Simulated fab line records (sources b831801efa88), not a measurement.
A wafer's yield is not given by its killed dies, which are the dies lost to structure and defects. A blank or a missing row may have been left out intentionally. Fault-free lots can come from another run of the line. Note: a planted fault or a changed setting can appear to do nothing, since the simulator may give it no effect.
fab line records	flow sky130
record: lots: 6	wafers: 18	lastDay: 50
route steps=708 shown VIA4@651 METAL5@661 PAD_OPEN@708
lots with no fault: from the same line, run without faults
startH: the number of hours between the record's first day and the start of the first shown wafer of the lot	waitH: hours elapsed since this lot's preceding step	" repeats the value in the row above	L1.1+2: a row that stands for several wafers	- no value, or no start given	* or withheld: withheld	< > ~ a bound
route shown NAME@n: names a module that has steps shown in the file, with the first one's number in the route	usual: mean/standard deviation taken from wafers without a fault	same: alike in all rows	chamber/n: place in a boat	sites: per-site readings	_std_site: how widely they spread, as a standard deviation	_edge_site: the outer-site mean with the inner-site mean subtracted	radiusMm: how far each site lies from the wafer's centre	mask NAME#n: copy n	behind: the tool/chamber that last shaped the wafer	hold: cause of the lot's hold/its duration in hours/its outcome	device: names the non-switching transistor (n, p or np)	end of line: tests run on the same wafers once the route is complete	where a step has no rows: the recipe by itself	killed: dies that structure and defects cost at the first sort, which is not the same as the wafer's yield	map: a wafer's dies, marking killed ones x, the rest . and places with no die _
set.NAME: the run value of the setting; set.NAME@STEP: its run value at that earlier step	model.NAME: the simulator's own value behind a step, which no gauge read
lots at some steps of the route; a table a step, a row a wafer
services: the hour from which a tool's chamber was out of use, counted from the record's first day as startH (under 0 if before that day), plus the number of hours and why
== steps ==
step: SKY_VIA4_ETCH_12
recipe: target: SiO2	chemistry: C4F8/O2/Ar	stopOn: TiN	maskMaterial: NOVOLAK	sourceW: 1500	biasW: 1200	pressureMtorr: 40	c4f8FlowSccm: withheld	O2_flow_sccm: 6	Ar_flow_sccm: 300	timeS: withheld	targetDepthA: 5800
usual: oesProductAu: 0.926/0.0051
lot.wafer	tool	chamber	startH	waitH	oesProductAu
L824.1	rieDiel-02	2	1010.80	0.0	0.929
L824.2	"	1	"	"	0.933
L824.5	"	2	"	"	0.920
L829.1	rieDiel-03	2	1043.85	0.0	0.917
L829.4	"	1	"	"	0.931
L829.6	"	3	"	"	0.915
L836.3	rieDiel-02	1	1096.53	0.0	0.928
L836.5	"	0	"	"	0.937
L836.6	"	3	"	"	0.921
L837.3	rieDiel-02	2	1099.95	0.0	0.921
L837.4	"	3	"	"	0.926
L837.5	"	0	"	"	0.926
L843.2	rieDiel-01	2	1128.68	0.0	0.925
L843.3	"	0	"	"	0.926
L843.5	"	0	"	"	0.934
L844.1	rieDiel-03	1	1131.08	0.0	0.933
L844.3	"	2	"	"	0.923
L844.6	"	2	"	"	0.923
step: SKY_VIA4_STRIP_13
recipe: chemistry: O2/N2	powerW: 1400	pressureMtorr: 1500	platenTempC: withheld	o2FlowSccm: 3000	n2FlowSccm: 300	overashFraction: 0.5
step: SKY_VIA4_STRIP_14
recipe: chemistry: postEtchResidueRemover	timeS: 1200	tempC: 72.5
step: SKY_VIA4_CLEAN_15
recipe: chemistry: IPA	timeS: 180	tempC: 25
step: SKY_VIA4_CLEAN_16
recipe: chemistry: O3/DIW	dry: n2Spin
step: SKY_VIA4_SPUTTER_17
recipe: material: TiN	targetThkNm: 20	chamberPressurePa: 5	powerW: 4000	timeS: 80
step: SKY_VIA4_CVD_18
recipe: material: W	targetThkNm: 505	timeS: 152.14	tempC: 400	pressureTorr: 41.37
usual: heaterPowerW: 839/51
lot.wafer	tool	chamber	startH	waitH	heaterPowerW
L824.1	cvdW-02	1	1011.53	0.0	889
L824.2	"	0	"	"	756
L824.5	"	0	"	"	741
L829.1	cvdW-02	1	1045.01	0.0	906
L829.4	"	1	"	"	914
L829.6	"	1	"	"	898
L836.3	cvdW-01	1	1097.43	0.1	823
L836.5	"	0	"	"	861
L836.6	"	1	"	"	819
L837.3	cvdW-01	0	1100.85	0.1	874
L837.4	"	1	"	"	835
L837.5	"	0	"	"	866
L843.2	cvdW-02	0	1129.40	0.0	746
L843.3	"	1	"	"	882
L843.5	"	1	"	"	909
L844.1	cvdW-01	1	1131.80	0.0	842
L844.3	"	0	"	"	872
L844.6	"	1	"	"	827
step: SKY_VIA4_RS_MEAS_19
recipe: thkMeasGauge: four-point-probe	reads: W_of_VIA4_CVD_18+TiN_of_VIA4_SPUTTER_17
usual: VIA4_W_RS: 0.224/0.0038
lot.wafer	tool	chamber	startH	waitH	VIA4_W_RS[ohm/sq]
L824.1	filmMetro-01	-	1011.68	0.1	0.228
L824.2	"	-	"	"	0.228
L824.5	"	-	"	"	0.227
L829.1	filmMetro-02	-	1045.16	0.1	0.228
L829.4	"	-	"	"	0.226
L829.6	"	-	"	"	0.229
L836.3	filmMetro-03	-	1097.57	0.1	0.224
L836.5	"	-	"	"	0.220
L836.6	"	-	"	"	0.225
L837.3	filmMetro-03	-	1100.99	0.1	0.221
L837.4	"	-	"	"	0.224
L837.5	"	-	"	"	0.220
L843.2	filmMetro-01	-	1129.57	0.1	0.227
L843.3	"	-	"	"	0.227
L843.5	"	-	"	"	0.227
L844.1	filmMetro-02	-	1131.95	0.1	0.219
L844.3	"	-	"	"	0.220
L844.6	"	-	"	"	0.220
step: SKY_VIA4_THK_MEAS_20
recipe: thkMeasGauge: xrf	reads: W_of_VIA4_CVD_18
usual: VIA4_W_THK: 507/8.7
lot.wafer	tool	chamber	startH	waitH	VIA4_W_THK[nm]
L824.1	filmMetro-01	-	1011.80	0.1	501
L824.2	"	-	"	"	500
L824.5	"	-	"	"	506
L829.1	filmMetro-02	-	1045.28	0.1	493
L829.4	"	-	"	"	498
L829.6	"	-	"	"	492
L836.3	filmMetro-03	-	1097.67	0.1	512
L836.5	"	-	"	"	520
L836.6	"	-	"	"	508
L837.3	filmMetro-03	-	1101.09	0.1	515
L837.4	"	-	"	"	511
L837.5	"	-	"	"	521
L843.2	filmMetro-01	-	1129.68	0.1	502
L843.3	"	-	"	"	506
L843.5	"	-	"	"	504
L844.1	filmMetro-02	-	1132.07	0.1	510
L844.3	"	-	"	"	509
L844.6	"	-	"	"	510
step: SKY_VIA4_CMP_21
recipe: stopOn: SiO2	tOverpolishS: 25	downForcePsi: 3.5	platenRpm: 60	targetThkNm: 0	padVelocityMS: 0.94248
step: SKY_METAL5_SPUTTER_00
recipe: material: Ti	targetThkNm: 15	powerW: 3000	timeS: 10	chamberPressurePa: 0.4
step: SKY_METAL5_SPUTTER_01
recipe: material: TiN	targetThkNm: 20	powerW: 6500	timeS: 16.7	chamberPressurePa: 0.4
step: SKY_METAL5_SPUTTER_02
recipe: material: AlCu	targetThkNm: 1150	powerW: 10600	timeS: 61.2	chamberPressurePa: 0.4
usual: cathodeDcPowerW: 10600/1.8	throttleValvePct: 30.8/0.82
lot.wafer	tool	chamber	startH	waitH	cathodeDcPowerW	throttleValvePct	model.AlCu_of_METAL5_SPUTTER_02.thkNm
L824.1	pvdSputter-03	-	1012.21	0.0	10599	31.0	1162
L824.2	"	-	"	"	10599	31.6	1170
L824.5	"	-	"	"	10598	31.0	1168
L829.1	pvdSputter-04	-	1045.69	0.0	10603	31.7	1182
L829.4	"	-	"	"	10597	31.1	1163
L829.6	"	-	"	"	10597	30.6	1143
L836.3	pvdSputter-03	-	1098.06	0.0	10600	29.0	1873
L836.5	"	-	"	"	10599	31.1	1889
L836.6	"	-	"	"	10601	29.1	1874
L837.3	pvdSputter-03	-	1101.48	0.0	10602	31.8	1896
L837.4	"	-	"	"	10601	29.4	1872
L837.5	"	-	"	"	10601	31.7	1893
L843.2	pvdSputter-04	-	1130.10	0.0	10598	31.3	1161
L843.3	"	-	"	"	10600	32.0	1165
L843.5	"	-	"	"	10599	31.2	1160
L844.1	pvdSputter-02	-	1132.48	0.0	10599	30.9	1157
L844.3	"	-	"	"	10603	30.9	1180
L844.6	"	-	"	"	10602	31.4	1144
step: SKY_METAL5_SPUTTER_03
recipe: material: Ti	targetThkNm: 5	powerW: 3000	timeS: 3.3	chamberPressurePa: 0.4
usual: cathodeDcPowerW: 3000.0/0.56	throttleValvePct: 30.8/0.83
lot.wafer	tool	chamber	startH	waitH	cathodeDcPowerW	throttleValvePct
L824.1	pvdSputter-03	-	1012.26	0.0	2999.7	31.1
L824.2	"	-	"	"	2999.7	31.7
L824.5	"	-	"	"	3000.6	31.0
L829.1	pvdSputter-04	-	1045.74	0.0	2999.8	31.6
L829.4	"	-	"	"	3000.3	30.7
L829.6	"	-	"	"	3000.0	30.7
L836.3	pvdSputter-03	-	1098.11	0.0	2999.9	29.0
L836.5	"	-	"	"	2999.9	31.0
L836.6	"	-	"	"	2999.5	29.2
L837.3	pvdSputter-03	-	1101.53	0.0	2999.4	31.7
L837.4	"	-	"	"	2999.8	29.0
L837.5	"	-	"	"	2999.6	31.9
L843.2	pvdSputter-04	-	1130.15	0.0	3000.3	31.3
L843.3	"	-	"	"	2999.5	31.7
L843.5	"	-	"	"	2999.0	31.0
L844.1	pvdSputter-02	-	1132.53	0.0	3000.2	30.8
L844.3	"	-	"	"	3000.6	30.9
L844.6	"	-	"	"	2999.6	31.4
step: SKY_METAL5_SPUTTER_04
recipe: material: TiN	targetThkNm: 70	powerW: 6500	timeS: 58.3	chamberPressurePa: 0.4
step: SKY_METAL5_RS_MEAS_05
recipe: thkMeasGauge: four-point-probe	reads: TiN_of_METAL5_SPUTTER_04+Ti_of_METAL5_SPUTTER_03+AlCu_of_METAL5_SPUTTER_02+TiN_of_METAL5_SPUTTER_01+Ti_of_METAL5_SPUTTER_00
usual: METAL5_ALCU_RS: 0.0269/0.00034
lot.wafer	tool	chamber	startH	waitH	METAL5_ALCU_RS[ohm/sq]
L824.1	filmMetro-01	-	1012.33	0.0	0.0268
L824.2	"	-	"	"	0.0266
L824.5	"	-	"	"	0.0266
L829.1	filmMetro-01	-	1045.81	0.0	0.0263
L829.4	"	-	"	"	0.0268
L829.6	"	-	"	"	0.0272
L836.3	filmMetro-04	-	1098.22	0.1	0.0166
L836.5	"	-	"	"	0.0164
L836.6	"	-	"	"	0.0166
L837.3	filmMetro-04	-	1101.64	0.1	0.0164
L837.4	"	-	"	"	0.0166
L837.5	"	-	"	"	0.0164
L843.2	filmMetro-01	-	1130.24	0.0	0.0268
L843.3	"	-	"	"	0.0268
L843.5	"	-	"	"	0.0268
L844.1	filmMetro-04	-	1132.60	0.0	0.0269
L844.3	"	-	"	"	0.0264
L844.6	"	-	"	"	0.0272
step: SKY_METAL5_THK_MEAS_06
recipe: thkMeasGauge: xrf	reads: AlCu_of_METAL5_SPUTTER_02
usual: METAL5_ALCU_THK: 1174/16
lot.wafer	tool	chamber	startH	waitH	METAL5_ALCU_THK[nm]
L824.1	filmMetro-01	-	1012.45	0.1	1182
L824.2	"	-	"	"	1197
L824.5	"	-	"	"	1186
L829.1	filmMetro-01	-	1045.93	0.1	1199
L829.4	"	-	"	"	1189
L829.6	"	-	"	"	1154
L836.3	filmMetro-04	-	1098.32	0.1	1894
L836.5	"	-	"	"	1899
L836.6	"	-	"	"	1887
L837.3	filmMetro-04	-	1101.74	0.1	1909
L837.4	"	-	"	"	1892
L837.5	"	-	"	"	1912
L843.2	filmMetro-01	-	1130.35	0.1	1188
L843.3	"	-	"	"	1187
L843.5	"	-	"	"	1184
L844.1	filmMetro-04	-	1132.72	0.1	1169
L844.3	"	-	"	"	1197
L844.6	"	-	"	"	1157
step: SKY_METAL5_DEHYDRATE_07
recipe: tempC: 200	timeS: 60
step: SKY_METAL5_HMDS_08
recipe: primeTimeS: 60	primeTempC: 120
step: SKY_METAL5_COAT_09
recipe: resist: NOVOLAK	spinRpm: 3000	resistThkNm: 1800
step: SKY_METAL5_SOFTBAKE_10
recipe: tempC: 90	timeS: 60	resist: NOVOLAK
step: SKY_METAL5_EXPOSE_11
recipe: maskId: MM5	na: 0.6	sourceShape: conventional	sigmaOuter: 0.6	polarization: unpolarized	targetCdNm: 1600	doseMj: 190
step: SKY_METAL5_PEB_12
recipe: tempC: withheld	timeS: *	resist: NOVOLAK
step: SKY_METAL5_DEVELOP_13
recipe: resist: NOVOLAK	developer: TMAH	developTimeS: 60	devTempC: 23
step: SKY_METAL5_DESCUM_14
recipe: chemistry: O2	sourcePowerW: 150	biasPowerW: 0	pressureMtorr: 10	tempC: 40	timeS: 11
usual: drypumpMotorCurrentA: 6.0/0.33	oesProductAu: 0.998/0.019
lot.wafer	tool	chamber	startH	waitH	drypumpMotorCurrentA	oesProductAu	rfHoursCounterH
L824.1	rieMetal-01	1	1034.47	0.1	6.3	0.968	16
L824.2	"	0	"	"	5.6	0.978	7
L824.5	"	0	"	"	5.6	0.969	-
L829.1	rieMetal-04	1	1066.67	0.1	6.5	0.988	19
L829.4	"	1	"	"	6.5	0.996	-
L829.6	"	0	"	"	6.1	0.997	-
L836.3	rieMetal-03	0	1117.13	0.1	5.6	1.028	-
L836.5	"	1	"	"	6.1	1.016	-
L836.6	"	0	"	"	5.6	1.034	-
L837.3	rieMetal-01	0	1120.67	0.1	5.6	0.967	-
L837.4	"	1	"	"	6.3	0.977	-
L837.5	"	0	"	"	5.6	0.970	-
L843.2	rieMetal-03	1	1148.97	0.1	6.1	1.006	27
L843.3	"	1	"	"	6.1	1.000	-
L843.5	"	1	"	"	6.1	1.007	-
L844.1	rieMetal-01	1	1151.98	0.1	6.3	0.984	25
L844.3	"	0	"	"	5.6	0.966	-
L844.6	"	1	"	"	6.3	0.975	-
step: SKY_METAL5_METAL_ETCH_15
recipe: targetDepthA: 12600	stopOn: SiO2	overEtchFrac: 0.2	timeS: 252	chemistry: Cl2/BCl3	resistSidewallDeg: 86	pressureMtorr: 10	icpW: 900	biasW: 48.5	Cl2_flow_sccm: 60	bcl3FlowSccm: 30
usual: drypumpMotorCurrentA: 6.0/0.33	oesProductAu: 0.894/0.0047	throttleValvePct: 22.265/0.0088
lot.wafer	tool	chamber	startH	waitH	drypumpMotorCurrentA	oesProductAu	rfHoursCounterH	throttleValvePct
L824.1	rieMetal-01	1	1034.50	0.0	6.3	0.894	16	22.272
L824.2	"	0	"	"	5.6	0.898	7	22.259
L824.5	"	0	"	"	5.6	0.894	-	22.284
L829.1	rieMetal-04	1	1066.70	0.0	6.5	0.891	19	22.267
L829.4	"	1	"	"	6.5	0.902	-	22.258
L829.6	"	0	"	"	6.1	0.884	-	22.242
L836.3	rieMetal-03	0	1117.23	0.1	5.6	1.014	-	22.255
L836.5	"	1	"	"	6.1	1.009	-	22.268
L836.6	"	0	"	"	5.6	1.022	-	22.260
L837.3	rieMetal-01	0	1120.77	0.1	5.6	0.968	-	22.269
L837.4	"	1	"	"	6.3	0.980	-	22.277
L837.5	"	0	"	"	5.6	0.959	-	22.260
L843.2	rieMetal-03	1	1149.00	0.0	6.1	0.886	27	22.274
L843.3	"	1	"	"	6.1	0.897	-	22.261
L843.5	"	1	"	"	6.1	0.886	-	22.258
L844.1	rieMetal-01	1	1152.02	0.0	6.3	0.898	25	22.272
L844.3	"	0	"	"	5.6	0.901	-	22.261
L844.6	"	1	"	"	6.2	0.887	-	22.267
step: SKY_METAL5_STRIP_16
recipe: chemistry: O2/N2	powerW: 1400	pressureMtorr: 1500	platenTempC: withheld	o2FlowSccm: 3000	n2FlowSccm: 300	overashFraction: 0.5
usual: drypumpMotorCurrentA: 5.6/0.3	oesProductAu: 0.711/0.0042	stripTimeToEndpointS: 13.12/0.25
lot.wafer	tool	chamber	startH	waitH	drypumpMotorCurrentA	oesProductAu	rfHoursCounterH	stripTimeToEndpointS
L824.1	plasmaAsher-02	1	1034.74	0.2	5.5	0.709	126	13.49
L824.2	"	0	"	"	5.7	0.713	126	13.55
L824.5	"	1	"	"	5.5	0.718	-	13.48
L829.1	plasmaAsher-02	0	1066.94	0.2	5.7	0.718	0	12.99
L829.4	"	1	"	"	5.5	0.709	-	12.92
L829.6	"	1	"	"	5.5	0.706	-	12.92
L836.3	plasmaAsher-02	0	1117.42	0.1	5.7	0.710	-	12.84
L836.5	"	1	"	"	5.5	0.712	-	12.95
L836.6	"	0	"	"	5.7	0.713	-	12.81
L837.3	plasmaAsher-02	0	1120.96	0.1	5.7	0.705	-	13.56
L837.4	"	1	"	"	5.5	0.705	-	13.42
L837.5	"	0	"	"	5.7	0.716	-	13.60
L843.2	plasmaAsher-03	0	1149.24	0.2	5.7	0.707	68	12.93
L843.3	"	0	"	"	5.7	0.705	-	13.07
L843.5	"	0	"	"	5.7	0.713	-	13.00
L844.1	plasmaAsher-04	1	1152.25	0.2	5.8	0.715	41	13.34
L844.3	"	0	"	"	6.2	0.711	-	13.43
L844.6	"	1	"	"	5.8	0.711	-	13.45
step: SKY_PAD_OPEN_PROBE_99
usual: defectLimitedYield: 82.4/1.9	killed_at_M0_to_M3: 42/7.1	killed_at_M4_up: 3.0/1.7	killedAtContacts: 25/5	killedAtFrontEnd: 16/4.4	killedAtOther: 0.5/1.4	killedDies: 87/9.2	killedOpen: 47/6.2	killedShort: 39/6.6	sort_bin_3_pad_short: 0.9/0.46	sort_bin_5_function: 10.3/1.6	sort_bin_6_memory: 6.4/0.99	sortNPass: 405/9.2	sortYieldPct: 82.4/1.9
same: grossDies: 492	killedAtBackSide: 0	sort_bin_4_leakage[%]: 0	sort_bin_8_speed[%]: 0
lot.wafer	tool	chamber	startH	waitH	defectLimitedYield[%]	killed_at_M0_to_M3	killed_at_M4_up	killedAtContacts	killedAtFrontEnd	killedAtOther	killedDies	killedOpen	killedShort	sort_bin_3_pad_short[%]	sort_bin_5_function[%]	sort_bin_6_memory[%]	sortNPass	sortYieldPct[%]
L824.1	prober-01	-	1080.63	0.1	82.7	42	1	25	17	0	85	42	43	0.8	11.0	5.5	407	82.7
L824.2	prober-01	-	1080.68	0.1	81.7	41	6	31	12	0	90	50	40	0.4	11.4	6.5	402	81.7
L824.5	prober-01	-	1080.83	0.2	81.5	38	7	28	18	0	91	45	46	0.6	11.2	6.7	401	81.5
L829.1	prober-01	-	1110.29	0.1	84.6	42	4	24	6	0	76	47	29	0.4	10.4	4.7	416	84.6
L829.4	prober-01	-	1110.44	0.2	82.1	46	4	26	11	1	88	49	39	0.6	10.2	7.1	404	82.1
L829.6	prober-01	-	1110.54	0.2	78.9	63	6	21	14	0	104	56	48	0.2	13.6	7.3	388	78.9
L836.3	prober-01	-	1158.59	0.2	0	43	417	27	5	0	492	40	38	0.4	93.5	6.1	0	0
L836.5	prober-01	-	1158.69	0.2	0	36	420	24	12	0	492	41	29	0.4	94.9	4.7	0	0
L836.6	prober-01	-	1158.74	0.2	0	50	405	23	14	0	492	55	34	0.4	92.1	7.5	0	0
L837.4	prober-02	-	1161.71	0.2	0	46	403	30	13	0	492	56	36	0.4	92.9	6.7	0	0
L837.5	prober-02	-	1161.76	0.2	0	25	426	33	8	0	492	46	21	0.6	94.7	4.7	0	0
L843.2	prober-01	-	1186.70	0.1	82.3	42	4	26	15	0	87	51	36	1.2	10.6	5.9	405	82.3
L843.3	prober-01	-	1186.75	0.2	81.1	43	2	31	17	0	93	46	47	1.0	11.2	6.7	399	81.1
L843.5	prober-01	-	1186.85	0.2	85.4	34	4	22	11	1	72	32	40	1.0	6.7	6.9	420	85.4
killed by level:class
L824.1 VIA1:geometricParticle:open=9 CONTACT:geometricParticle:open=7 METAL2:geometricParticle:short=7 VIA2:geometricParticle:open=7 FIELD_ISO:geometricParticle:short=5 LI_CONTACT:geometricParticle:open=5 CONTACT:geometricParticle:short=5 VIA3:geometricParticle:open=5
L824.2 CONTACT:geometricParticle:open=18 VIA1:geometricParticle:open=9 VIA2:geometricParticle:open=8 METAL1:geometricParticle:short=7 FIELD_ISO:geometricParticle:short=6 LI_CONTACT:geometricParticle:open=5 VIA3:geometricParticle:open=5 METAL4:geometricParticle:short=5
L824.5 CONTACT:geometricParticle:open=9 VIA1:geometricParticle:open=9 LI_CONTACT:geometricParticle:open=7 POLY_GATE:geometricParticle:short=6 VIA2:geometricParticle:short=5 CONTACT:geometricParticle:short=5 METAL2:geometricParticle:short=5 VIA2:geometricParticle:open=5
L829.1 VIA1:geometricParticle:open=13 CONTACT:geometricParticle:open=13 METAL1:geometricParticle:short=8 LI_CONTACT:geometricParticle:open=5 VIA1:geometricParticle:short=5 VIA3:geometricParticle:open=5 VIA2:geometricParticle:open=4 CONTACT:geometricParticle:short=3
L829.4 CONTACT:geometricParticle:open=11 VIA1:geometricParticle:short=10 VIA1:geometricParticle:open=10 LOCAL_INTERCONNECT:geometricParticle:short=6 VIA3:geometricParticle:open=6 LI_CONTACT:geometricParticle:open=5 METAL2:geometricParticle:short=5 METAL1:geometricParticle:short=4
L829.6 VIA1:geometricParticle:open=18 METAL2:geometricParticle:short=9 CONTACT:geometricParticle:open=8 VIA2:geometricParticle:open=7 VIA3:geometricParticle:short=6 FIELD_ISO:geometricParticle:short=5 METAL1:geometricParticle:short=5 VIA1:geometricParticle:short=5
L836.3 METAL5:areaEtch=413 CONTACT:geometricParticle:open=13 METAL1:geometricParticle:short=9 VIA2:geometricParticle:open=7 LOCAL_INTERCONNECT:geometricParticle:short=6 VIA1:geometricParticle:open=6 VIA3:geometricParticle:open=5 LI_CONTACT:geometricParticle:open=3
L836.5 METAL5:areaEtch=420 CONTACT:geometricParticle:open=10 VIA1:geometricParticle:open=8 CONTACT:geometricParticle:short=7 METAL2:geometricParticle:short=6 VIA3:geometricParticle:open=6 VIA2:geometricParticle:open=5 FIELD_ISO:geometricParticle:open=4
L836.6 METAL5:areaEtch=403 VIA1:geometricParticle:open=13 CONTACT:geometricParticle:open=10 VIA3:geometricParticle:open=8 LI_CONTACT:geometricParticle:open=7 VIA2:geometricParticle:open=6 METAL1:geometricParticle:short=5 VIA1:geometricParticle:short=5
L837.4 METAL5:areaEtch=400 VIA1:geometricParticle:open=11 CONTACT:geometricParticle:open=9 LI_CONTACT:geometricParticle:open=8 METAL1:geometricParticle:short=6 VIA1:geometricParticle:short=6 VIA2:geometricParticle:open=6 FIELD_ISO:geometricParticle:open=5
L837.5 METAL5:areaEtch=425 CONTACT:geometricParticle:open=13 LI_CONTACT:geometricParticle:open=10 VIA1:geometricParticle:open=7 CONTACT:geometricParticle:short=6 METAL1:geometricParticle:short=4 VIA2:geometricParticle:short=4 VIA3:geometricParticle:open=4
L843.2 VIA1:geometricParticle:open=13 LI_CONTACT:geometricParticle:open=10 CONTACT:geometricParticle:open=8 FIELD_ISO:geometricParticle:short=7 CONTACT:geometricParticle:short=5 FIELD_ISO:geometricParticle:open=4 VIA2:geometricParticle:open=4 METAL1:geometricParticle:short=4
L843.3 VIA1:geometricParticle:open=11 LI_CONTACT:geometricParticle:open=9 METAL1:geometricParticle:short=9 CONTACT:geometricParticle:open=8 LOCAL_INTERCONNECT:geometricParticle:short=6 FIELD_ISO:geometricParticle:short=5 FIELD_ISO:geometricParticle:open=5 VIA3:geometricParticle:open=5
L843.5 CONTACT:geometricParticle:short=7 CONTACT:geometricParticle:open=7 METAL1:geometricParticle:short=7 VIA1:geometricParticle:open=6 LI_CONTACT:geometricParticle:open=5 VIA3:geometricParticle:open=5 METAL2:geometricParticle:short=5 FIELD_ISO:geometricParticle:short=4
== services ==
tool	chamber	startH	hours	kind
rieDiel-03	3	993.57	3.2	repair
cvdW-01	0	995.70	17.6	repair
rieMetal-03	-	996.13	1.6	repair
pvdSputter-03	-	996.24	3.9	repair
plasmaAsher-04	-	999.11	3.3	repair
cvdW-02	-	1001.49	2.8	pm
plasmaAsher-03	-	1025.48	12.0	repair
rieMetal-03	-	1029.01	0.6	repair
rieDiel-02	1	1031.89	1.4	repair
pvdSputter-02	-	1051.59	1.8	repair
rieDiel-02	3	1053.26	10.1	repair
plasmaAsher-02	-	1055.25	9.0	pm
rieMetal-04	-	1060.48	0.4	repair
plasmaAsher-03	-	1065.08	4.2	repair
plasmaAsher-03	-	1065.79	6.9	repair
plasmaAsher-04	-	1066.93	3.0	repair
pvdSputter-04	-	1073.62	3.0	repair
rieDiel-03	-	1084.58	4.0	repair
rieDiel-01	-	1092.01	2.8	pm
rieMetal-04	-	1093.87	2.8	pm
rieDiel-01	-	1096.63	0.5	repair
rieMetal-04	0	1126.42	1.0	repair
rieMetal-01	1	1140.27	3.4	repair
plasmaAsher-02	-	1152.12	28.1	pm
== key ==
firstSign: step: SKY_METAL5_RS_MEAS_05	reading: METAL5_ALCU_RS	direction: down	sigmas: 31	usual: 0.0269	struck: 0.0165
effect: step: SKY_METAL5_THK_MEAS_06	reading: METAL5_ALCU_THK	direction: up	sigmas: 46	usual: 1174	struck: 1899
effect: step: SKY_METAL5_METAL_ETCH_15	reading: oesProductAu	direction: up	sigmas: 21	usual: 0.894	struck: 0.992
effect: step: SKY_PAD_OPEN_PROBE_99	reading: killed_at_M4_up	direction: up	sigmas: 99+	usual: 3.0	struck: 414.2
modelEffect: step: SKY_METAL5_SPUTTER_02	value: AlCu_of_METAL5_SPUTTER_02.thkNm	without: 1154	struck: 1883
moreKillsBornAt: SKY_METAL5_METAL_ETCH_15@rieMetal-03: 1236	SKY_METAL5_METAL_ETCH_15@rieMetal-01: 825
metAt SKY_METAL5_SPUTTER_02
struckWafers L836.3,L836.5,L836.6,L837.3,L837.4,L837.5
laterRowsLeftOut L836.3,L836.5,L836.6,L837.4,L837.5
onsetBetween 1012.21 1098.06
alsoFits SKY_VIA4_ETCH_12:rieDiel-02,SKY_METAL5_SPUTTER_03:pvdSputter-03
fault: kind: processParameterDrift	tool: pvdSputter-03	chamber: -	onsetH: 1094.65	steps: SKY_METAL5_SPUTTER_02	channel: targetThkNm	offset: 728.6	shape: step	endH: 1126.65	actsIn: theseRecipesOnly	stated: 1150
laterRowsLeftOut: the simulator's readings of these wafers behind a module that went badly wrong aren't trusted and aren't shown, but for the sort
